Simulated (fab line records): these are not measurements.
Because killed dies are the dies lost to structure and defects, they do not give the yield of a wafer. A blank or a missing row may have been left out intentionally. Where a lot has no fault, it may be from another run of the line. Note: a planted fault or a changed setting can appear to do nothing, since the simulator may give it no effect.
Matching of chambers ; flow sky130 ; rieSi-02 running SKY_POLY_GATE_ETCH_17: 4 sister chambers
The step etches poly-Si in HBr/Cl2, stops on SiO2, target depth 180 nm, time 70.5 s. 4 wafers are shown with their chamber, then 7 later ones without.

WAFERS WITH THEIR CHAMBER
wafer;chamber;drypumpMotorCurrentA (A)
L608.2;0;5.5
L612.5;2;6.1
L621.2;1;6.4
L621.4;3;5.1

WAFERS WITHOUT THEIR CHAMBER
wafer;drypumpMotorCurrentA (A)
L621.5;5.4
L624.1;5.2
L624.3;6.1
L624.4;6.4
L623.1;5.2
L623.3;6.4
L623.5;6.1

CHAMBER TAKEN BY EACH
wafer;from the rows above;in truth
L621.5;0;0
L624.1;3;3
L624.3;2;2
L624.4;1;1
L623.1;3;3
L623.3;1;1
L623.5;2;2
Correctly placed: 7 of 7. Can't be placed from these rows: 0. Placed wrongly: 0.
How it was worked out, from the rows above alone: a wafer's distance from a chamber is the root of the sum, over the readings, of the square of ((its reading less the chamber's mean) divided by the reading's scatter). If the next closest chamber is less than 2 further off than the closest, the wafer can't be placed; otherwise it belongs to the closest. A chamber's mean is the mean of its shown wafers. The scatter: root of mean squared gap, hidden wafer to nearest shown wafer, with one shown wafer a chamber.
